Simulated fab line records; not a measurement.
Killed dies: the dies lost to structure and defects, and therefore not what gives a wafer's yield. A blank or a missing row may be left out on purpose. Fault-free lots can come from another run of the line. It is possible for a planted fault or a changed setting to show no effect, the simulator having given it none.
One fault seen from 2 desks | flow gf180mcu | numbers are kept per desk, each desk with only its own; the story behind them comes last

== TOOL OWNER'S DESK, implanter-03 ==
For each lot that ran on this tool, the mean over its sampled wafers that have a number, from the tool's own readings at GF_VT_IMPLANT_IMPLANT_41. Any lot whose mean is over 4 standard deviations away from the usual mean is out of limits and marked OUT; that distance is given in the brackets.
Columns: A = tilt-deg at GF_VT_IMPLANT_IMPLANT_41, usual 6.998 degrees
lot  | first seen here | A
L111 | day 7 17:27     | 6.992
L112 | day 8 02:28     | 7.018
L117 | day 9 10:18     | 6.981
L120 | day 10 08:35    | 6.997
L122 | day 11 00:05    | 7.036
L123 | day 11 07:47    | -0.003 (-99 or more) OUT
L128 | day 12 13:45    | -0.035 (-99 or more) OUT
Finding of this desk: L123, L128 out of limits; the first was L123 at day 11 07:47, on tilt-deg at GF_VT_IMPLANT_IMPLANT_41. L111, L112, L117, L120, L122: within limits.

== METROLOGY DESK ==
What the gauges read for every lot (on any tool): the sampled wafers with a number, averaged. Any lot whose mean is over 4 standard deviations away from the usual mean is out of limits and marked OUT; that distance is given in the brackets.
Columns: A = DNWELL_TW at GF_DNWELL_TW_MEAS_09, usual 1342; B = MVPSD_OVL at GF_MVPSD_OVL_MEAS_07, usual 1.5 nm; C = VT_IMPLANT_4_TW at GF_VT_IMPLANT_TW_MEAS_43, usual 682
lot  | first seen here | A    | B    | C
L110 | day 2 18:34     | 1369 | -0.3 | 676
L111 | day 2 22:38     | 1330 | 0.3  | 686
L112 | day 3 05:57     | 1328 | 1.7  | 679
L113 | day 3 10:46     | 1336 | 2.1  | 681
L116 | day 4 06:13     | 1358 | 2.2  | 680
L117 | day 4 06:28     | 1344 | 0.0  | 681
L120 | day 4 23:50     | 1336 | 0.2  | 681
L121 | day 5 05:28     | 1363 | 1.0  | 683
L122 | day 5 11:54     | 1336 | 1.2  | 681
L123 | day 5 17:49     | 1340 | 3.1  | 614 (-21) OUT
L127 | day 6 13:03     | 1338 | 1.9  | 683
L128 | day 6 18:45     | 1317 | 0.3  | 609 (-23) OUT
L132 | day 7 15:10     | 1325 | -0.4 | 680
Per this desk, out of limits: L123, L128; the first was L123, day 11 08:02 (VT_IMPLANT_4_TW at GF_VT_IMPLANT_TW_MEAS_43). L110, L111, L112, L113, L116, L117, L120, L121, L122, L127, L132: within limits.

== ALL TOGETHER ==
An alarm could have come from the tool owner's desk at day 11 07:47, on L123, L128.
The metrology desk could have raised an alarm at day 11 08:02, on L123, L128.
GF_VT_IMPLANT_IMPLANT_41 was run on implanter-03 by each of the lots named.

== WHAT THE SIMULATOR PUT IN ==
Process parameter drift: implanter-03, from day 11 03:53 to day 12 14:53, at GF_VT_IMPLANT_IMPLANT_41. Setting tilt-deg, moved by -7, from 7. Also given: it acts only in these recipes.
Lots struck among those shown: L123, L128.
Delay (hours) between the fault's onset and each desk's first out-of-limits reading: 4 at the tool owner's desk, 4 at the metrology desk.
